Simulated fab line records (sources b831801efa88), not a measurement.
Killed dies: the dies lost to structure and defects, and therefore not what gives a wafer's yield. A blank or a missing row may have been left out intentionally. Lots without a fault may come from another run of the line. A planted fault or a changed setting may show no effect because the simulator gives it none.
Shared-tool check :: flow gf180mcu :: 39 wafers sampled across 13 lots

## WHY THIS WAS OPENED
Flagged at GF_HV_LDD_CD_MEAS_07: reading cd-nm, on 2 of 13 lots. No-fault wafers: 399.8 nm, standard deviation 2.1.
Rule: a lot is flagged when every wafer of it that has a number lies more than 4 standard deviations from that mean, or none has a number. The rest of the lots are taken to be sound.

lot: L744
measured: day 9 21:50
on: cd-sem-02
cd-nm (nm), wafer by wafer: 399.9 403.0 402.1
flag: 

lot: L746
measured: day 10 16:31
on: cd-sem-02
cd-nm (nm), wafer by wafer: 396.5 396.9 399.5
flag: 

lot: L747
measured: day 10 21:11
on: cd-sem-01
cd-nm (nm), wafer by wafer: 401.2 401.2 403.1
flag: 

lot: L750
measured: day 11 18:01
on: cd-sem-02
cd-nm (nm), wafer by wafer: 401.6 401.9 403.2
flag: 

lot: L753
measured: day 12 21:13
on: cd-sem-01
cd-nm (nm), wafer by wafer: 379.7 377.5 378.0
flag: FLAGGED

lot: L756
measured: day 13 18:40
on: cd-sem-02
cd-nm (nm), wafer by wafer: 382.6 382.2 380.7
flag: FLAGGED

lot: L758
measured: day 14 10:16
on: cd-sem-01
cd-nm (nm), wafer by wafer: 398.3 401.4 400.6
flag: 

lot: L760
measured: day 14 22:07
on: cd-sem-01
cd-nm (nm), wafer by wafer: 398.9 402.5 402.1
flag: 

lot: L761
measured: day 15 05:59
on: cd-sem-01
cd-nm (nm), wafer by wafer: 399.4 399.3 399.5
flag: 

lot: L762
measured: day 15 12:38
on: cd-sem-01
cd-nm (nm), wafer by wafer: 396.3 394.9 395.6
flag: 

lot: L763
measured: day 15 19:32
on: cd-sem-01
cd-nm (nm), wafer by wafer: 399.6 402.3 398.2
flag: 

lot: L764
measured: day 16 05:32
on: cd-sem-02
cd-nm (nm), wafer by wafer: 399.9 401.7 400.7
flag: 

lot: L766
measured: day 16 18:17
on: cd-sem-02
cd-nm (nm), wafer by wafer: 396.7 401.0 396.9
flag: 
The numbers of the flagged lots are 380.1 nm on average: -19.7 nm against the usual, or -9 standard deviations.

## EACH LOT AND THE TOOL IT RAN ON
2 process steps preceding the reading are held in the record, out of 602 steps in the route. In each cell: the tool, then ch and the chambers that the sampled wafers went through, then the start.
lot: L744
flag: 
GF_POLY_GATE_STRIP_14: plasma-asher-03 ch 0,1, day 9 02:38
GF_HV_LDD_DEVELOP_06: litho-track-03 ch 0, day 9 21:41

lot: L746
flag: 
GF_POLY_GATE_STRIP_14: plasma-asher-01 ch 0,1, day 9 20:39
GF_HV_LDD_DEVELOP_06: litho-track-02 ch 0, day 10 16:22

lot: L747
flag: 
GF_POLY_GATE_STRIP_14: plasma-asher-04 ch 0,1, day 10 01:41
GF_HV_LDD_DEVELOP_06: litho-track-04 ch 0, day 10 21:02

lot: L750
flag: 
GF_POLY_GATE_STRIP_14: plasma-asher-04 ch 0,1, day 10 21:56
GF_HV_LDD_DEVELOP_06: litho-track-03 ch 0, day 11 17:52

lot: L753
flag: FLAGGED
GF_POLY_GATE_STRIP_14: plasma-asher-01 ch 0,1, day 11 18:20
GF_HV_LDD_DEVELOP_06: litho-track-02 ch 0, day 12 21:04

lot: L756
flag: FLAGGED
GF_POLY_GATE_STRIP_14: plasma-asher-04 ch 0,1, day 12 20:47
GF_HV_LDD_DEVELOP_06: litho-track-02 ch 0, day 13 18:31

lot: L758
flag: 
GF_POLY_GATE_STRIP_14: plasma-asher-01 ch 0,1, day 13 11:53
GF_HV_LDD_DEVELOP_06: litho-track-03 ch 0, day 14 10:07

lot: L760
flag: 
GF_POLY_GATE_STRIP_14: plasma-asher-01 ch 0,1, day 13 22:38
GF_HV_LDD_DEVELOP_06: litho-track-04 ch 0, day 14 21:58

lot: L761
flag: 
GF_POLY_GATE_STRIP_14: plasma-asher-04 ch 0,1, day 14 05:41
GF_HV_LDD_DEVELOP_06: litho-track-03 ch 0, day 15 05:50

lot: L762
flag: 
GF_POLY_GATE_STRIP_14: plasma-asher-04 ch 0,1, day 14 13:29
GF_HV_LDD_DEVELOP_06: litho-track-03 ch 0, day 15 12:29

lot: L763
flag: 
GF_POLY_GATE_STRIP_14: plasma-asher-03 ch 0,1, day 14 20:02
GF_HV_LDD_DEVELOP_06: litho-track-04 ch 0, day 15 19:23

lot: L764
flag: 
GF_POLY_GATE_STRIP_14: plasma-asher-03 ch 0,1, day 15 06:11
GF_HV_LDD_DEVELOP_06: litho-track-04 ch 0, day 16 05:23

lot: L766
flag: 
GF_POLY_GATE_STRIP_14: plasma-asher-03 ch 0,1, day 15 17:26
GF_HV_LDD_DEVELOP_06: litho-track-03 ch 0, day 16 18:08
What these steps do:
- GF_POLY_GATE_STRIP_14: strips in O2/N2.
- GF_HV_LDD_DEVELOP_06: develop time 60 s.
- GF_HV_LDD_CD_MEAS_07: target cd 400 nm.

## FLAGGED AGAINST TOTAL, ONE TOOL AT A TIME (gauges that did the reading follow at the end)
step: GF_POLY_GATE_STRIP_14
tool: plasma-asher-01
lots run: 4
flagged: 1
share of the flagged lots: some
sound lots run after its first flagged lot: 2 (L758,L760)

step: GF_POLY_GATE_STRIP_14
tool: plasma-asher-03
lots run: 4
flagged: 0
share of the flagged lots: none
sound lots run after its first flagged lot: -

step: GF_POLY_GATE_STRIP_14
tool: plasma-asher-04
lots run: 5
flagged: 1
share of the flagged lots: some
sound lots run after its first flagged lot: 2 (L761,L762)

step: GF_HV_LDD_DEVELOP_06
tool: litho-track-02
lots run: 3
flagged: 2
share of the flagged lots: all
sound lots run after its first flagged lot: 0

step: GF_HV_LDD_DEVELOP_06
tool: litho-track-03
lots run: 6
flagged: 0
share of the flagged lots: none
sound lots run after its first flagged lot: -

step: GF_HV_LDD_DEVELOP_06
tool: litho-track-04
lots run: 4
flagged: 0
share of the flagged lots: none
sound lots run after its first flagged lot: -

step: GF_HV_LDD_CD_MEAS_07
tool: cd-sem-01
lots run: 7
flagged: 1
share of the flagged lots: some
sound lots run after its first flagged lot: 5 (L758,L760,L761,L762,L763)

step: GF_HV_LDD_CD_MEAS_07
tool: cd-sem-02
lots run: 6
flagged: 1
share of the flagged lots: some
sound lots run after its first flagged lot: 2 (L764,L766)

## WHAT THE TABLE ALLOWS
All flagged lots share 1 row of the table, namely litho-track-02 at GF_HV_LDD_DEVELOP_06.
- litho-track-02 at GF_HV_LDD_DEVELOP_06: 2 of its 3 lots flagged. A fault beginning between L746 (day 10 16:22), its last sound lot, and L753 (day 12 21:04), its first flagged one, fits the data.
What remains is a single tool, litho-track-02 at GF_HV_LDD_DEVELOP_06.

## WHAT WAS PUT IN BY THE SIMULATOR
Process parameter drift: litho-track-02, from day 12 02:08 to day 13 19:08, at GF_HV_LDD_DEVELOP_06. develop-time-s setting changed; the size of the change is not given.
Struck lots among those shown: L753, L756. The rule above found the same.
